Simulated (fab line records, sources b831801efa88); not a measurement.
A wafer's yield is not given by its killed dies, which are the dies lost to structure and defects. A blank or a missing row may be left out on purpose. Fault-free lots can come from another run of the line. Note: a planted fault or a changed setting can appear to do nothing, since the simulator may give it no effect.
Tool commonality check / flow sky130 / Lots sampled 13, wafers sampled 39

## WHAT PROMPTED THE OPENING
SKY_FIELD_ISO_THK_MEAS_23, reading FIELD_ISO_OXIDATION_01_THK: flagged on 4 of 13 lots. Wafers without a fault read 10.03 nm, standard deviation 0.19.
Rule: a lot is flagged in two cases, either no wafer of it has a number, or all its wafers with numbers fall more than 4 standard deviations from that mean. All remaining lots are regarded as sound.

lot=L286; measured=day 2 16:39; on=film metro-02; FIELD_ISO_OXIDATION_01_THK (nm), wafer by wafer=9.71 9.87 9.86; flag=
lot=L288; measured=day 3 00:53; on=film metro-04; FIELD_ISO_OXIDATION_01_THK (nm), wafer by wafer=10.40 10.33 10.49; flag=
lot=L290; measured=day 3 10:31; on=film metro-03; FIELD_ISO_OXIDATION_01_THK (nm), wafer by wafer=10.00 9.80 9.84; flag=
lot=L291; measured=day 3 16:42; on=film metro-02; FIELD_ISO_OXIDATION_01_THK (nm), wafer by wafer=10.24 10.39 10.36; flag=
lot=L294; measured=day 4 09:53; on=film metro-03; FIELD_ISO_OXIDATION_01_THK (nm), wafer by wafer=10.09 10.01 10.15; flag=
lot=L295; measured=day 4 12:26; on=film metro-02; FIELD_ISO_OXIDATION_01_THK (nm), wafer by wafer=9.66 9.86 9.98; flag=
lot=L297; measured=day 4 22:49; on=film metro-03; FIELD_ISO_OXIDATION_01_THK (nm), wafer by wafer=9.95 10.20 10.12; flag=
lot=L299; measured=day 5 12:33; on=film metro-04; FIELD_ISO_OXIDATION_01_THK (nm), wafer by wafer=9.81 10.02 10.17; flag=
lot=L301; measured=day 5 17:33; on=film metro-03; FIELD_ISO_OXIDATION_01_THK (nm), wafer by wafer=10.24 10.32 10.37; flag=
lot=L302; measured=day 6 04:38; on=film metro-02; FIELD_ISO_OXIDATION_01_THK (nm), wafer by wafer=4.30 3.96 4.40; flag=FLAGGED
lot=L303; measured=day 6 10:05; on=film metro-04; FIELD_ISO_OXIDATION_01_THK (nm), wafer by wafer=4.41 4.44 4.69; flag=FLAGGED
lot=L304; measured=day 6 10:07; on=film metro-02; FIELD_ISO_OXIDATION_01_THK (nm), wafer by wafer=4.33 4.47 4.60; flag=FLAGGED
lot=L305; measured=day 6 19:56; on=film metro-02; FIELD_ISO_OXIDATION_01_THK (nm), wafer by wafer=4.35 4.26 4.37; flag=FLAGGED
Average over the flagged lots: 4.38 nm; offset from the usual -5.65 nm, equal to -30 standard deviations.

## WHICH TOOL RAN EACH LOT
The record keeps 1 process step preceding the reading, out of 708 steps on the route. Cell contents, in order: the tool; ch with the chambers the sampled wafers went through; the start.
lot=L286; flag=; SKY_FIELD_ISO_OXIDATION_22=furnace-02 ch 0, day 2 15:29
lot=L288; flag=; SKY_FIELD_ISO_OXIDATION_22=furnace-01 ch 0, day 2 23:42
lot=L290; flag=; SKY_FIELD_ISO_OXIDATION_22=furnace-01 ch 0, day 3 09:21
lot=L291; flag=; SKY_FIELD_ISO_OXIDATION_22=furnace-02 ch 0, day 3 15:31
lot=L294; flag=; SKY_FIELD_ISO_OXIDATION_22=furnace-02 ch 0, day 4 08:41
lot=L295; flag=; SKY_FIELD_ISO_OXIDATION_22=furnace-02 ch 0, day 4 11:16
lot=L297; flag=; SKY_FIELD_ISO_OXIDATION_22=furnace-01 ch 0, day 4 21:39
lot=L299; flag=; SKY_FIELD_ISO_OXIDATION_22=furnace-01 ch 0, day 5 11:21
lot=L301; flag=; SKY_FIELD_ISO_OXIDATION_22=furnace-02 ch 0, day 5 16:22
lot=L302; flag=FLAGGED; SKY_FIELD_ISO_OXIDATION_22=furnace-02 ch 0, day 6 03:26
lot=L303; flag=FLAGGED; SKY_FIELD_ISO_OXIDATION_22=furnace-02 ch 0, day 6 08:55
lot=L304; flag=FLAGGED; SKY_FIELD_ISO_OXIDATION_22=furnace-02 ch 0, day 6 08:55
lot=L305; flag=FLAGGED; SKY_FIELD_ISO_OXIDATION_22=furnace-02 ch 0, day 6 18:45
What the steps here do:
- SKY_FIELD_ISO_OXIDATION_22: stabilise 600 s, purge 300 s, target thk 10 nm.
- SKY_FIELD_ISO_THK_MEAS_23

## FLAGGED OVER TOTAL, TOOL BY TOOL (the gauges that took the reading come last)
step=SKY_FIELD_ISO_OXIDATION_22; tool=furnace-01; lots run=4; flagged=0; share of the flagged lots=none; sound lots run after its first flagged lot=-
step=SKY_FIELD_ISO_OXIDATION_22; tool=furnace-02; lots run=9; flagged=4; share of the flagged lots=all; sound lots run after its first flagged lot=0
step=SKY_FIELD_ISO_THK_MEAS_23; tool=film metro-02; lots run=6; flagged=3; share of the flagged lots=some; sound lots run after its first flagged lot=0
step=SKY_FIELD_ISO_THK_MEAS_23; tool=film metro-03; lots run=4; flagged=0; share of the flagged lots=none; sound lots run after its first flagged lot=-
step=SKY_FIELD_ISO_THK_MEAS_23; tool=film metro-04; lots run=3; flagged=1; share of the flagged lots=some; sound lots run after its first flagged lot=0

## WHAT IS ALLOWED BY THE TABLE
Rows of the table that ran each flagged lot: 1, that is furnace-02 at SKY_FIELD_ISO_OXIDATION_22.
- furnace-02 at SKY_FIELD_ISO_OXIDATION_22 ran 9 lots, 4 of them flagged. It ran its last sound lot, L301, at day 5 16:22 and its first flagged lot, L302, at day 6 03:26: a fault with its onset between the two fits.
One tool is left: furnace-02 at SKY_FIELD_ISO_OXIDATION_22.

## WHAT HAD BEEN PUT IN BY THE SIMULATOR
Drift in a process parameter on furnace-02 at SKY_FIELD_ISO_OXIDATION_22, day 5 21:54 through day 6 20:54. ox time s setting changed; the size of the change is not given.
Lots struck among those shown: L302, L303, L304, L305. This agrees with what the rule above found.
